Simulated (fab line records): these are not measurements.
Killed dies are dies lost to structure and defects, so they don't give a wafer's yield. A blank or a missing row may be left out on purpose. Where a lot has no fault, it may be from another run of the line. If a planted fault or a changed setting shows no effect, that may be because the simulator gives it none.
The tool behind it: which one? || flow gf180mcu || 14 lots with 42 wafers sampled at 3 steps, on a route of 602 steps

## WHAT THE GAUGES READ, wafer by wafer
GF_V2_OVL_MEAS_15.
{"lot": "L876", "measured": "day 20 10:45", "on": "overlay-01", "V2_OVL (nm)": "5 1 -1"}
{"lot": "L878", "measured": "day 20 23:56", "on": "overlay-01", "V2_OVL (nm)": "1 4 0"}
{"lot": "L879", "measured": "day 21 08:37", "on": "overlay-02", "V2_OVL (nm)": "6 2 8"}
{"lot": "L881", "measured": "day 22 02:27", "on": "overlay-01", "V2_OVL (nm)": "2 -4 0"}
{"lot": "L882", "measured": "day 22 10:27", "on": "overlay-02", "V2_OVL (nm)": "7 3 -1"}
{"lot": "L883", "measured": "day 23 00:24", "on": "overlay-02", "V2_OVL (nm)": "10 3 10"}
{"lot": "L885", "measured": "day 23 13:13", "on": "overlay-01", "V2_OVL (nm)": "-2 4 -5"}
{"lot": "L886", "measured": "day 24 05:49", "on": "overlay-02", "V2_OVL (nm)": "13 8 9"}
{"lot": "L887", "measured": "day 24 11:47", "on": "overlay-01", "V2_OVL (nm)": "8 12 26"}
{"lot": "L888", "measured": "day 24 19:47", "on": "overlay-02", "V2_OVL (nm)": "2 1 9"}
{"lot": "L889", "measured": "day 25 02:13", "on": "overlay-01", "V2_OVL (nm)": "0 4 2"}
{"lot": "L890", "measured": "day 25 11:17", "on": "overlay-01", "V2_OVL (nm)": "7 10 8"}
{"lot": "L898", "measured": "day 28 02:15", "on": "overlay-01", "V2_OVL (nm)": "4 13 7"}
{"lot": "L899", "measured": "day 28 09:26", "on": "overlay-01", "V2_OVL (nm)": "11 13 7"}

GF_V2_THK_MEAS_25: measures by xrf.
{"lot": "L876", "measured": "day 20 11:47", "on": "film-metro-04", "V2_W_THK (nm)": "349 342 342"}
{"lot": "L878", "measured": "day 21 00:58", "on": "film-metro-04", "V2_W_THK (nm)": "348 353 348"}
{"lot": "L879", "measured": "day 21 09:43", "on": "film-metro-02", "V2_W_THK (nm)": "332 335 336"}
{"lot": "L881", "measured": "day 22 03:29", "on": "film-metro-04", "V2_W_THK (nm)": "342 346 346"}
{"lot": "L882", "measured": "day 22 11:31", "on": "film-metro-04", "V2_W_THK (nm)": "344 348 342"}
{"lot": "L883", "measured": "day 23 01:28", "on": "film-metro-02", "V2_W_THK (nm)": "337 340 335"}
{"lot": "L885", "measured": "day 23 14:17", "on": "film-metro-03", "V2_W_THK (nm)": "349 346 348"}
{"lot": "L886", "measured": "day 24 06:51", "on": "film-metro-04", "V2_W_THK (nm)": "354 355 355"}
{"lot": "L887", "measured": "day 24 12:56", "on": "film-metro-02", "V2_W_THK (nm)": "343 340 342"}
{"lot": "L888", "measured": "day 24 20:57", "on": "film-metro-03", "V2_W_THK (nm)": "351 351 349"}
{"lot": "L889", "measured": "day 25 03:25", "on": "film-metro-02", "V2_W_THK (nm)": "342 341 343"}
{"lot": "L890", "measured": "day 25 12:19", "on": "film-metro-02", "V2_W_THK (nm)": "338 336 339"}
{"lot": "L898", "measured": "day 28 03:22", "on": "film-metro-03", "V2_W_THK (nm)": "337 339 336"}
{"lot": "L899", "measured": "day 28 10:29", "on": "film-metro-02", "V2_W_THK (nm)": "341 342 343"}

## EACH LOT AND THE TOOL THAT RAN IT (in order: tool; ch and the chambers of the sampled wafers; start)
{"lot": "L876", "GF_V2_SPUTTER_21": "pvd-sputter-04, day 20 11:26"}
{"lot": "L878", "GF_V2_SPUTTER_21": "pvd-sputter-04, day 21 00:37"}
{"lot": "L879", "GF_V2_SPUTTER_21": "pvd-sputter-04, day 21 09:22"}
{"lot": "L881", "GF_V2_SPUTTER_21": "pvd-sputter-02, day 22 03:08"}
{"lot": "L882", "GF_V2_SPUTTER_21": "pvd-sputter-02, day 22 11:10"}
{"lot": "L883", "GF_V2_SPUTTER_21": "pvd-sputter-04, day 23 01:07"}
{"lot": "L885", "GF_V2_SPUTTER_21": "pvd-sputter-02, day 23 13:56"}
{"lot": "L886", "GF_V2_SPUTTER_21": "pvd-sputter-01, day 24 06:29"}
{"lot": "L887", "GF_V2_SPUTTER_21": "pvd-sputter-01, day 24 12:29"}
{"lot": "L888", "GF_V2_SPUTTER_21": "pvd-sputter-01, day 24 20:30"}
{"lot": "L889", "GF_V2_SPUTTER_21": "pvd-sputter-01, day 25 02:57"}
{"lot": "L890", "GF_V2_SPUTTER_21": "pvd-sputter-02, day 25 11:58"}
{"lot": "L898", "GF_V2_SPUTTER_21": "pvd-sputter-02, day 28 03:02"}
{"lot": "L899", "GF_V2_SPUTTER_21": "pvd-sputter-01, day 28 10:10"}
- GF_V2_SPUTTER_21: material Ti, target thk 15 nm, time 80.02 s.

## WHAT THE TOOLS THEMSELVES READ (means of the sampled wafers that have a number; where no wafer has one, the mark that the record gives instead)
GF_V2_SPUTTER_21.
{"lot": "L876", "tool": "pvd-sputter-04", "substrate-temp-c (C)": 200.04, "throttle-valve-pct (%)": 31.1}
{"lot": "L878", "tool": "pvd-sputter-04", "substrate-temp-c (C)": 199.93, "throttle-valve-pct (%)": 29.9}
{"lot": "L879", "tool": "pvd-sputter-04", "substrate-temp-c (C)": 199.83, "throttle-valve-pct (%)": 30.0}
{"lot": "L881", "tool": "pvd-sputter-02", "substrate-temp-c (C)": 200.09, "throttle-valve-pct (%)": 29.4}
{"lot": "L882", "tool": "pvd-sputter-02", "substrate-temp-c (C)": 199.79, "throttle-valve-pct (%)": 29.7}
{"lot": "L883", "tool": "pvd-sputter-04", "substrate-temp-c (C)": 200.02, "throttle-valve-pct (%)": 30.8}
{"lot": "L885", "tool": "pvd-sputter-02", "substrate-temp-c (C)": 200.05, "throttle-valve-pct (%)": 30.4}
{"lot": "L886", "tool": "pvd-sputter-01", "substrate-temp-c (C)": 199.96, "throttle-valve-pct (%)": 30.7}
{"lot": "L887", "tool": "pvd-sputter-01", "substrate-temp-c (C)": 200.12, "throttle-valve-pct (%)": 30.6}
{"lot": "L888", "tool": "pvd-sputter-01", "substrate-temp-c (C)": 200.11, "throttle-valve-pct (%)": 29.6}
{"lot": "L889", "tool": "pvd-sputter-01", "substrate-temp-c (C)": 199.83, "throttle-valve-pct (%)": 30.6}
{"lot": "L890", "tool": "pvd-sputter-02", "substrate-temp-c (C)": 199.84, "throttle-valve-pct (%)": 30.1}
{"lot": "L898", "tool": "pvd-sputter-02", "substrate-temp-c (C)": 199.99, "throttle-valve-pct (%)": 30.1}
{"lot": "L899", "tool": "pvd-sputter-01", "substrate-temp-c (C)": 200.08, "throttle-valve-pct (%)": 30.5}

## THE ANSWER, worked out from the rows above alone
Rule: usual is defined by the lots themselves. The widest of any qualifying gaps counts: lots, ordered by their means at a reading, are off when they make up no more than a third of the lots, leave a main group of 4 or more, and stand apart from it by 3 or more times the standard deviation of that group's means. A main group whose means are all the same, to the digits that the tables above print for the reading, isn't used. Also off: a lot with no number at a reading for which 4 or more lots have one. All remaining lots with rows at the step are treated as sound. After the gauges, taken in route order, come the tools' own readings; for these a lot's mean is taken, as printed above. The first step at which some lot is off is used, and at that step the reading that is off furthest; a lot without a number counts as furthest.
None of the lots is off at any reading shown; this tells nothing.

## WHAT HAD BEEN PUT IN BY THE SIMULATOR
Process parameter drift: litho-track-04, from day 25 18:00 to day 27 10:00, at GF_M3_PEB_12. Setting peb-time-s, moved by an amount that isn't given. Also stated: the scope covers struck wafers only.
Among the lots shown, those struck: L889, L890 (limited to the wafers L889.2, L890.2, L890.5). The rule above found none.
